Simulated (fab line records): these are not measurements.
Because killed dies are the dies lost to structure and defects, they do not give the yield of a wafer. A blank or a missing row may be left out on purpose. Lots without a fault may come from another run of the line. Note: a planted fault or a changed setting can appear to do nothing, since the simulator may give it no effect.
fab line records    flow sky130
record: lots: 15  wafers: 45  last_day: 50
route steps=708 shown METAL4@630 VIA4@651 METAL5@666 PASSIVATION@683
lots untouched by any fault: they come from a run of this same line in which no faults occurred
start_h: start of the lot's first displayed wafer, in hours after the record's first day    wait_h: hours elapsed since this lot's preceding step    " as in the row above    L1.1+2: one row covering several wafers at once    - no value, or no start was given    * or withheld: withheld    < > ~ a bound
route shown NAME@n: NAME is a module with steps in the file, n the number in the route of the first one    usual: mean and standard deviation over wafers with no fault    same: alike in all rows    chamber/n: place in a boat    sites: readings site by site    _std_site: the standard deviation of these    _edge_site: outer sites' mean less inner sites'    radius_mm: how far each site lies from the wafer's centre    mask NAME#n: copy n    behind: tool/chamber where the wafer was last shaped    hold: what put the lot on hold/how long, in hours/how the hold closed    device: transistor that didn't switch, given as n, p or np    end of line: at the end of the route, the tests of the same wafers    a step given without rows: its recipe and nothing more    killed: dies that structure and defects cost at the first sort, which is not the same as the wafer's yield    map: a wafer's dies, x killed, . not, _ none there
set.NAME: setting as actually run; set.NAME@STEP: the setting as run at that earlier step    model.NAME: the simulator's own value behind a step, which no gauge read
steps of the route over a sample of lots; a table a step, a row a wafer
services: when a tool's chamber went out of use (start_h, in hours from the record's first day, below 0 if earlier), for how many hours, and the reason
== steps ==
step: SKY_METAL4_OVL_MEAS_14
usual: METAL4_OVL: 0/6.8
lot.wafer  tool        chamber  start_h  wait_h  METAL4_OVL[nm]
L599.2     overlay-01  -        972.02   0.1     9
L599.3     "           -        "        "       9
L599.6     "           -        "        "       6
L600.1     overlay-02  -        985.13   0.1     -2
L600.5     "           -        "        "       2
L600.6     "           -        "        "       -7
L601.1     overlay-01  -        987.51   0.1     -4
L601.4     "           -        "        "       -5
L601.5     "           -        "        "       -3
L602.4     overlay-02  -        1004.07  0.1     1
L602.5     "           -        "        "       2
L602.6     "           -        "        "       1
L603.1     overlay-01  -        1007.23  0.1     -11
L603.2     "           -        "        "       2
L603.3     "           -        "        "       -7
L605.1     overlay-02  -        1012.91  0.1     -7
L605.3     "           -        "        "       -7
L605.6     "           -        "        "       2
L607.1     overlay-01  -        1038.46  0.1     10
L607.3     "           -        "        "       9
L607.6     "           -        "        "       6
L610.3     overlay-01  -        1053.51  0.1     -2
L610.4     "           -        "        "       0
L610.6     "           -        "        "       -3
L611.3     overlay-01  -        1060.97  0.1     10
L611.5     "           -        "        "       9
L611.6     "           -        "        "       2
L615.2     overlay-01  -        1086.97  0.1     -2
L615.3     "           -        "        "       -11
L615.4     "           -        "        "       -4
L617.1     overlay-02  -        1093.11  0.1     -9
L617.3     "           -        "        "       -8
L617.6     "           -        "        "       -9
L616.1     overlay-01  -        1096.26  0.1     17
L616.4     "           -        "        "       20
L616.6     "           -        "        "       19
L620.3     overlay-02  -        1110.39  0.1     2
L620.5     "           -        "        "       1
L620.6     "           -        "        "       2
L622.2     overlay-02  -        1117.87  0.1     -14
L622.4     "           -        "        "       -7
L622.6     "           -        "        "       -6
L621.2     overlay-01  -        1122.74  0.1     7
L621.4     "           -        "        "       7
L621.5     "           -        "        "       -3
step: SKY_VIA4_ETCH_12
recipe: target: SiO2  chemistry: C4F8/O2/Ar  stop_on: TiN  mask_material: NOVOLAK  source_w: 1500  bias_w: 1200  pressure_mtorr: 40  c4f8_flow_sccm: withheld  O2_flow_sccm: 6  Ar_flow_sccm: 300  time_s: withheld  target_depth_a: 5800
usual: oes_product_au: 0.926/0.0049
lot.wafer  tool         chamber  start_h  wait_h  oes_product_au
L599.2     rie_diel-04  0        997.57   0.0     0.926
L599.3     "            2        "        "       0.922
L599.6     "            0        "        "       0.924
L600.1     rie_diel-04  0        1010.13  0.0     0.932
L600.5     "            1        "        "       0.925
L600.6     "            2        "        "       0.934
L601.1     rie_diel-02  2        1012.48  0.0     0.923
L601.4     "            3        "        "       0.930
L601.5     "            0        "        "       0.925
L602.4     rie_diel-04  1        1028.28  0.0     0.928
L602.5     "            3        "        "       0.930
L602.6     "            0        "        "       0.920
L603.1     rie_diel-02  0        1031.78  0.0     0.925
L603.2     "            1        "        "       0.919
L603.3     "            2        "        "       0.920
L605.1     rie_diel-01  3        1036.42  0.0     0.928
L605.3     "            1        "        "       0.924
L605.6     "            2        "        "       0.929
L607.1     rie_diel-04  0        1061.87  0.0     0.923
L607.3     "            1        "        "       0.922
L607.6     "            2        "        "       0.921
L610.3     rie_diel-02  3        1076.33  0.0     0.922
L610.4     "            3        "        "       0.919
L610.6     "            0        "        "       0.914
L611.3     rie_diel-04  2        1083.48  0.0     0.934
L611.5     "            2        "        "       0.929
L611.6     "            3        "        "       0.926
L615.2     rie_diel-04  2        1108.78  0.0     0.924
L615.3     "            1        "        "       0.930
L615.4     "            2        "        "       0.927
L617.1     rie_diel-04  0        1114.33  0.0     0.926
L617.3     "            2        "        "       0.924
L617.6     "            1        "        "       0.934
L616.1     rie_diel-01  2        1117.73  0.0     0.925
L616.4     "            0        "        "       0.928
L616.6     "            0        "        "       0.924
L620.3     rie_diel-04  1        1131.27  0.0     0.930
L620.5     "            1        "        "       0.926
L620.6     "            0        "        "       0.921
L622.2     rie_diel-01  3        1138.97  0.0     0.926
L622.4     "            2        "        "       0.926
L622.6     "            0        "        "       0.928
L621.2     rie_diel-04  0        1143.17  0.0     0.927
L621.4     "            1        "        "       0.928
L621.5     "            3        "        "       0.932
step: SKY_METAL5_RS_MEAS_05
recipe: thk_meas_gauge: four-point-probe  reads: TiN_of_METAL5_SPUTTER_04+Ti_of_METAL5_SPUTTER_03+AlCu_of_METAL5_SPUTTER_02+TiN_of_METAL5_SPUTTER_01+Ti_of_METAL5_SPUTTER_00
usual: METAL5_ALCU_RS: 0.02697/0.00025
lot.wafer  tool           chamber  start_h  wait_h  METAL5_ALCU_RS[ohm/sq]
L599.2     film_metro-04  -        999.17   0.0     0.02674
L599.3     "              -        "        "       0.02715
L599.6     "              -        "        "       0.02693
L600.1     film_metro-04  -        1011.74  0.0     0.02734
L600.5     "              -        "        "       0.02744
L600.6     "              -        "        "       0.02737
L601.1     film_metro-03  -        1014.24  0.0     0.027
L601.4     "              -        "        "       0.02669
L601.5     "              -        "        "       0.02698
L602.4     film_metro-03  -        1030.35  0.1     0.02703
L602.5     "              -        "        "       0.02733
L602.6     "              -        "        "       0.02707
L603.1     film_metro-03  -        1033.31  0.0     0.02734
L603.2     "              -        "        "       0.02694
L603.3     "              -        "        "       0.02693
L605.1     film_metro-03  -        1038.37  0.0     0.02724
L605.3     "              -        "        "       0.02714
L605.6     "              -        "        "       0.02722
L607.1     film_metro-04  -        1064.08  0.0     0.02688
L607.3     "              -        "        "       0.0266
L607.6     "              -        "        "       0.02687
L610.3     film_metro-04  -        1077.90  0.1     0.0268
L610.4     "              -        "        "       0.02679
L610.6     "              -        "        "       0.02675
L611.3     film_metro-03  -        1085.12  0.1     0.02709
L611.5     "              -        "        "       0.027
L611.6     "              -        "        "       0.02733
L615.2     film_metro-03  -        1110.38  0.0     0.02709
L615.3     "              -        "        "       0.0269
L615.4     "              -        "        "       0.02681
L617.1     film_metro-04  -        1116.11  0.0     0.02675
L617.3     "              -        "        "       0.02672
L617.6     "              -        "        "       0.02697
L616.1     film_metro-04  -        1119.36  0.0     0.02745
L616.4     "              -        "        "       0.02738
L616.6     "              -        "        "       0.02743
L620.3     film_metro-03  -        1133.05  0.1     0.02663
L620.5     "              -        "        "       0.02661
L620.6     "              -        "        "       0.02686
L622.2     film_metro-02  -        1140.51  0.0     0.02695
L622.4     "              -        "        "       0.02686
L622.6     "              -        "        "       0.02679
L621.2     film_metro-03  -        1144.72  0.0     0.02692
L621.4     "              -        "        "       0.02696
L621.5     "              -        "        "       0.02717
step: SKY_PASSIVATION_CVD_02
recipe: material: Si3N4  target_thk_nm: 540  temp_c: 400  time_s: withheld  rf_w: 450
usual: heater_power_outer_w: 441/61  heater_power_w: 746/92
lot.wafer  tool      chamber  start_h  wait_h  heater_power_outer_w  heater_power_w
L599.2     pecvd-04  0        1023.14  0.0     343                   689
L599.3     "         1        "        "       461                   777
L599.6     "         0        "        "       377                   732
L600.1     pecvd-01  2        1036.09  0.1     455                   764
L600.5     "         1        "        "       350                   620
L600.6     "         0        "        "       510                   896
L601.1     pecvd-02  0        1037.21  0.1     439                   756
L601.4     "         0        "        "       460                   784
L601.5     "         1        "        "       380                   648
L602.4     pecvd-02  0        1053.19  0.1     399                   708
L602.5     "         1        "        "       410                   724
L602.6     "         2        "        "       420                   647
L603.1     pecvd-01  1        1056.06  0.1     310                   584
L603.2     "         0        "        "       431                   791
L603.3     "         2        "        "       436                   750
L605.1     pecvd-04  0        1061.86  0.1     472                   823
L605.3     "         1        "        "       534                   838
L605.6     "         1        "        "       543                   873
L607.1     pecvd-04  1        1085.68  0.1     585                   914
L607.3     "         0        "        "       454                   824
L607.6     "         0        "        "       345                   648
L610.3     pecvd-02  1        1099.85  0.0     447                   740
L610.4     "         2        "        "       400                   656
L610.6     "         1        "        "       323                   609
L611.3     pecvd-04  0        1105.80  0.0     468                   859
L611.5     "         1        "        "       550                   864
L611.6     "         2        "        "       364                   610
L615.2     pecvd-04  2        1130.50  0.0     -                     -
L615.3     "         0        "        "       -                     -
L615.4     "         2        "        "       -                     -
L617.1     pecvd-02  1        1137.07  0.1     -                     -
L617.3     "         2        "        "       -                     -
L617.6     "         2        "        "       -                     -
L616.1     pecvd-02  0        1139.24  0.1     -                     -
L616.4     "         2        "        "       -                     -
L616.6     "         0        "        "       -                     -
L620.3     pecvd-01  2        1152.44  0.0     487                   797
L620.5     "         1        "        "       314                   555
L620.6     "         0        "        "       527                   907
L622.2     pecvd-01  2        1159.65  0.0     480                   794
L622.4     "         0        "        "       529                   909
L622.6     "         1        "        "       393                   689
L621.2     pecvd-01  2        1163.04  0.0     494                   806
L621.4     "         2        "        "       382                   652
L621.5     "         0        "        "       514                   875
== services ==
tool         chamber  start_h  hours  kind
pecvd-04     -        978.00   0.7    repair
rie_diel-04  2        992.93   4.6    repair
rie_diel-01  -        1004.02  4.3    pm
pecvd-02     2        1007.72  5.5    scheduled_down
rie_diel-01  2        1010.81  6.0    repair
rie_diel-02  1        1025.53  4.1    repair
rie_diel-02  3        1030.77  10.8   repair
rie_diel-01  1        1043.32  29.9   repair
pecvd-01     -        1046.92  2.8    pm
pecvd-02     0        1060.20  2.1    scheduled_down
rie_diel-02  2        1067.50  15.1   repair
pecvd-04     0        1087.14  5.5    scheduled_down
rie_diel-04  2        1098.02  5.8    repair
pecvd-01     0        1102.99  5.5    repair
rie_diel-04  3        1105.44  2.9    repair
rie_diel-04  3        1108.34  -      clean
rie_diel-04  3        1108.34  14.8   scheduled_down
rie_diel-04  3        1108.34  14.8   vent_cycle
rie_diel-02  -        1124.93  14.6   pm
pecvd-04     2        1131.89  5.5    scheduled_down
pecvd-04     2        1139.28  2.1    scheduled_down
rie_diel-02  0        1142.84  2.6    repair
rie_diel-01  2        1143.94  3.3    repair
pecvd-04     -        1153.40  1.7    repair
== key ==
first_sign: step: SKY_PASSIVATION_CVD_02  reading: tool_record  direction: missing
effect none on later readings
met_at SKY_PASSIVATION_CVD_02
struck_lots L615,L616,L617
later_rows_left_out L615.2,L615.3,L615.4,L616.1,L616.4,L616.6,L617.1,L617.3,L617.6
sort_left_out L615.2,L615.3,L615.4,L616.1,L616.4,L616.6,L617.1,L617.3,L617.6
not_acting_at SKY_METAL4_OVL_MEAS_14,SKY_VIA4_ETCH_12,SKY_METAL5_RS_MEAS_05
onset_between 1105.80 1130.50
fault: kind: skipped_step_whole  tool: pecvd-02,pecvd-04  chamber: -  onset_h: 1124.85  steps: SKY_PASSIVATION_CVD_02  scope: struck_lots_only
sort_left_out: the simulated sort isn't trusted on such a fault, so these wafers' sort isn't shown, and their yield isn't known
later_rows_left_out: the simulator's readings of these wafers behind a module that went badly wrong aren't trusted and aren't shown, but for the sort
